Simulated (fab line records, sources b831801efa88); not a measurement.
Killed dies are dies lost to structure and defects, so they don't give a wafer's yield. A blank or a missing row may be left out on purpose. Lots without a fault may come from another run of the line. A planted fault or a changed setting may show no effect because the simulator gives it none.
fab line records | flow gf180mcu | part 2 of 2: steps 29 to 40 of 40
record lots=5 wafers=15 last_day=34
route steps=602 shown STI@12 DNWELL@32 NWELL@42
lots that met no fault: from a run of the same line without faults
start_h: hours from the record's first day to the start of the lot's first wafer shown | wait_h: hours since the lot's step before | " the same as in the row above | L1.1+2: a row that stands for several wafers | - no value, or no start given | * or withheld: withheld | < > ~ a bound
route shown NAME@n: a module of which the file shows steps, and the number in the route of the first | usual: mean/standard deviation of fault-free wafers | same: alike in all rows | chamber/n: place in a boat | sites: the reading at each site | _std_site: their standard deviation | _edge_site: outer sites' mean less inner sites' | radius_mm: how far each site lies from the wafer's centre | mask NAME#n: copy n | behind: the tool/chamber that last shaped the wafer | hold: why the lot was held/for how many hours/how that ended | device: the transistor (n, p or np) that didn't switch | end of line: the same wafers' tests at the end of the route | a step without rows: its recipe alone | killed: dies lost to structure and defects at the first sort, not the wafer's yield | map: a wafer's dies, x killed, . not, _ none there
set.NAME: the setting as run; set.NAME@STEP: as run at that earlier step | model.NAME: the simulator's own value behind a step, which no gauge read
lots at some steps of the route; a table a step, a row a wafer
services: from which hour (start_h, from the record's first day; less than 0 if before it) a tool's chamber was out of use, for how many hours, and why
## steps
# step GF_DNWELL_STRIP_08
# recipe chemistry=O2/N2 power_w=1400 pressure_mtorr=1500 platen_temp_c=250 o2_flow_sccm=3000 n2_flow_sccm=300 overash_fraction=0.5
# usual drypump_motor_current_A=5.5/0.39 heater_power_w=331/19 oes_product_au=0.722/0.0044 strip_time_to_endpoint_s=36.90/0.11
# columns lot.wafer tool chamber start_h wait_h drypump_motor_current_A heater_power_w oes_product_au rf_hours_counter_h strip_time_to_endpoint_s
L077.2 plasma_asher-01 1 57.63 0.1 6.1 302 0.723 40 36.78
L077.4 " 1 " " 6.1 304 0.712 - 36.79
L077.5 " 0 " " 5.3 354 0.728 - 36.90
L085.2 plasma_asher-04 0 103.81 0.1 5.0 335 0.731 29 36.70
L085.3 " 1 " " 5.4 353 0.726 - 36.81
L085.5 " 1 " " 5.4 347 0.722 - 36.81
L089.1 plasma_asher-02 1 126.86 0.1 6.0 349 0.721 1 37.05
L089.3 " 1 " " 6.0 346 0.715 - 36.99
L089.4 " 0 " " 5.6 306 0.727 - 37.04
L096.1 plasma_asher-01 0 159.01 0.1 5.3 353 0.720 51 36.98
L096.5 " 0 " " 5.3 348 0.726 - 36.97
L096.6 " 1 " " 6.1 303 0.712 - 37.05
L097.3 plasma_asher-04 0 166.19 0.1 4.9 327 0.725 - 36.95
L097.4 " 1 " " 5.4 350 0.727 - 36.87
L097.5 " 1 " " 5.4 343 0.729 - 36.89
# step GF_DNWELL_TW_MEAS_09
# usual DNWELL_TW=1350/8.3
# columns lot.wafer tool chamber start_h wait_h DNWELL_TW
L077.2 film_metro-01 - 57.74 0.1 1344
L077.4 " - " " 1337
L077.5 " - " " 1345
L085.2 film_metro-04 - 103.92 0.1 1351
L085.3 " - " " 1345
L085.5 " - " " 1352
L089.1 film_metro-03 - 126.96 0.1 1357
L089.3 " - " " 1349
L089.4 " - " " 1353
L096.1 film_metro-03 - 159.11 0.1 1351
L096.5 " - " " 1357
L096.6 " - " " 1359
L097.3 film_metro-04 - 166.28 0.1 1348
L097.4 " - " " 1341
L097.5 " - " " 1345
# step GF_NWELL_DEHYDRATE_00
# recipe temp_c=200 time_s=60
# usual exhaust_pa=45.0/0.88
# columns lot.wafer tool chamber start_h wait_h exhaust_pa
L077.2 litho_track-03 0 63.24 5.5 43.9
L077.4 " 0 " " 43.7
L077.5 " 0 " " 44.9
L085.2 litho_track-02 0 110.46 6.5 44.6
L085.3 " 0 " " 44.9
L085.5 " 0 " " 43.2
L089.1 litho_track-02 0 134.13 7.2 45.2
L089.3 " 0 " " 45.9
L089.4 " 0 " " 45.6
L096.1 litho_track-02 0 166.33 7.2 44.3
L096.5 " 0 " " 44.3
L096.6 " 0 " " 44.5
L097.3 litho_track-01 0 173.81 7.5 46.0
L097.4 " 0 " " 46.0
L097.5 " 0 " " 46.3
# step GF_NWELL_HMDS_01
# recipe prime_time_s=60 prime_temp_c=120
# usual exhaust_pa=44.9/0.95
# columns lot.wafer tool chamber start_h wait_h exhaust_pa
L077.2 litho_track-03 0 63.39 0.1 45.8
L077.4 " 0 " " 45.8
L077.5 " 0 " " 44.8
L085.2 litho_track-02 0 110.61 0.1 42.9
L085.3 " 0 " " 45.1
L085.5 " 0 " " 45.0
L089.1 litho_track-02 0 134.28 0.1 45.8
L089.3 " 0 " " 47.0
L089.4 " 0 " " 45.6
L096.1 litho_track-02 0 166.48 0.1 45.4
L096.5 " 0 " " 44.5
L096.6 " 0 " " 45.3
L097.3 litho_track-01 0 173.96 0.1 45.8
L097.4 " 0 " " 46.3
L097.5 " 0 " " 47.0
# step GF_NWELL_COAT_02
# recipe spin_rpm=2000 resist_thk_nm=3000
# usual exhaust_pa=45.2/0.81
# columns lot.wafer tool chamber start_h wait_h exhaust_pa
L077.2 litho_track-03 0 63.54 0.1 45.8
L077.4 " 0 " " 44.7
L077.5 " 0 " " 44.9
L085.2 litho_track-02 0 110.76 0.1 45.7
L085.3 " 0 " " 44.5
L085.5 " 0 " " 43.9
L089.1 litho_track-02 0 134.43 0.1 46.1
L089.3 " 0 " " 44.8
L089.4 " 0 " " 44.2
L096.1 litho_track-02 0 166.63 0.1 46.0
L096.5 " 0 " " 44.9
L096.6 " 0 " " 44.5
L097.3 litho_track-01 0 174.11 0.1 44.2
L097.4 " 0 " " 45.2
L097.5 " 0 " " 44.0
# step GF_NWELL_SOFTBAKE_03
# recipe temp_c=110 time_s=withheld
# usual exhaust_pa=45.0/0.92
# columns lot.wafer tool chamber start_h wait_h exhaust_pa
L077.2 litho_track-03 0 63.70 0.1 46.0
L077.4 " 0 " " 45.0
L077.5 " 0 " " 45.8
L085.2 litho_track-02 0 110.91 0.1 46.2
L085.3 " 0 " " 45.2
L085.5 " 0 " " 45.9
L089.1 litho_track-02 0 134.58 0.1 45.7
L089.3 " 0 " " 46.0
L089.4 " 0 " " 44.4
L096.1 litho_track-02 0 166.78 0.1 45.7
L096.5 " 0 " " 44.5
L096.6 " 0 " " 43.6
L097.3 litho_track-01 0 174.27 0.1 45.3
L097.4 " 0 " " 44.6
L097.5 " 0 " " 45.1
# step GF_NWELL_EXPOSE_04
# recipe mask_id=Nwell target_cd_nm=860 na=0.6 source_shape=conventional sigma_outer=0.6 dose_mj=260
# usual focus_offset_nm=0.0/0.49
# columns lot.wafer tool chamber start_h wait_h mask focus_offset_nm
L077.2 iline_stepper-02 0 - - Nwell#0 0.1
L077.4 " 0 " " Nwell#0 -0.2
L077.5 " 0 " " Nwell#0 -0.5
L085.2 iline_stepper-02 0 - - Nwell#0 -0.8
L085.3 " 0 " " Nwell#0 0.3
L085.5 " 0 " " Nwell#0 -0.3
L089.1 iline_stepper-02 0 - - Nwell#0 0.2
L089.3 " 0 " " Nwell#0 0.6
L089.4 " 0 " " Nwell#0 -0.6
L096.1 iline_stepper-02 0 - - Nwell#0 0.0
L096.5 " 0 " " Nwell#0 -0.7
L096.6 " 0 " " Nwell#0 0.0
L097.3 iline_stepper-02 0 - - Nwell#0 0.5
L097.4 " 0 " " Nwell#0 0.6
L097.5 " 0 " " Nwell#0 0.0
# step GF_NWELL_PEB_05
# recipe temp_c=115 time_s=withheld
# usual exhaust_pa=45.3/0.99
# columns lot.wafer tool chamber start_h wait_h exhaust_pa
L077.2 litho_track-02 0 - - 47.4
L077.4 " 0 " " 45.6
L077.5 " 0 " " 45.6
L085.2 litho_track-01 0 - - 45.6
L085.3 " 0 " " 45.3
L085.5 " 0 " " 44.0
L089.1 litho_track-02 0 - - 45.9
L089.3 " 0 " " 45.8
L089.4 " 0 " " 44.5
L096.1 litho_track-01 0 - - 47.5
L096.5 " 0 " " 45.7
L096.6 " 0 " " 46.2
L097.3 litho_track-01 0 - - 44.2
L097.4 " 0 " " 45.2
L097.5 " 0 " " 45.1
# step GF_NWELL_DEVELOP_06
# recipe wall_angle_deg=90 develop_time_s=60 dev_temp_c=23
# usual exhaust_pa=45.0/0.87
# columns lot.wafer tool chamber start_h wait_h exhaust_pa
L077.2 litho_track-02 0 - - 45.1
L077.4 " 0 " " 44.9
L077.5 " 0 " " 44.1
L085.2 litho_track-01 0 - - 43.9
L085.3 " 0 " " 45.3
L085.5 " 0 " " 45.2
L089.1 litho_track-02 0 - - 44.2
L089.3 " 0 " " 44.3
L089.4 " 0 " " 44.4
L096.1 litho_track-01 0 - - 45.8
L096.5 " 0 " " 46.2
L096.6 " 0 " " 45.1
L097.3 litho_track-01 0 - - 44.7
L097.4 " 0 " " 45.1
L097.5 " 0 " " 44.3
# step GF_NWELL_OVL_MEAS_07
# usual NWELL_OVL=-0.2/1.5
# columns lot.wafer tool chamber start_h wait_h NWELL_OVL[nm]
L077.2 overlay-01 - 70.09 - 1.7
L077.4 " - " " 1.0
L077.5 " - " " -0.6
L085.2 overlay-01 - 118.32 - 0.8
L085.3 " - " " -1.8
L085.5 " - " " 0.0
L089.1 overlay-01 - 142.38 - -0.8
L089.3 " - " " -0.8
L089.4 " - " " -0.9
L096.1 overlay-01 - 174.76 - -0.2
L096.5 " - " " -1.0
L096.6 " - " " -0.1
L097.3 overlay-02 - 182.87 - 3.7
L097.4 " - " " 2.5
L097.5 " - " " 3.6
# step GF_NWELL_IMPLANT_08
# recipe species=P energy_kev=450 dose_cm2=1.5e+13 tilt_deg=0
# columns lot.wafer tool chamber start_h wait_h
L077.2+4+5 implanter-03 0 70.14 0.0
L085.2+3+5 implanter-03 0 118.37 0.0
L089.1+3+4 implanter-04 0 142.42 0.0
L096.1+5+6 implanter-03 0 174.79 0.0
L097.3+4+5 implanter-01 0 182.94 0.1
# step GF_NWELL_IMPLANT_09
# recipe species=P energy_kev=160 dose_cm2=4e+12 tilt_deg=0
# columns lot.wafer tool chamber start_h wait_h
L077.2+4+5 implanter-03 0 70.29 0.1
L085.2+3+5 implanter-03 0 118.52 0.1
L089.1+3+4 implanter-04 0 142.57 0.1
L096.1+5+6 implanter-03 0 174.94 0.1
L097.3+4+5 implanter-01 0 183.09 0.1
## services
# columns tool chamber start_h hours kind
cmp-02 - 27.00 0.9 repair
implanter-01 - 31.95 3.2 pm
hdpcvd-02 2 32.94 6.2 repair
furnace-01 - 43.84 3.3 pm
furnace-01 - 47.29 2.7 repair
cmp-02 - 52.93 7.2 pm
cmp-02 - 64.00 4.0 pm
implanter-01 - 75.12 1.7 repair
hdpcvd-02 - 83.61 0.8 repair
furnace-02 - 101.06 3.4 pm
implanter-03 - 110.86 5.5 repair
hdpcvd-02 0 112.38 30.3 repair
rie_si-01 3 113.83 1.3 repair
wet_bench-04 - 118.89 31.4 repair
rie_si-01 - 121.78 0.4 repair
implanter-03 - 123.95 3.8 pm
iline_stepper-01 - 146.04 6.9 repair
plasma_asher-04 - 148.60 1.6 repair
iline_stepper-02 - 152.98 1.7 pm
cmp-02 - 153.20 0.8 repair
iline_stepper-01 - 158.79 4.6 repair
cmp-02 - 160.26 0.9 repair
plasma_asher-01 - 160.42 1.3 repair
iline_stepper-01 - 168.96 1.7 pm
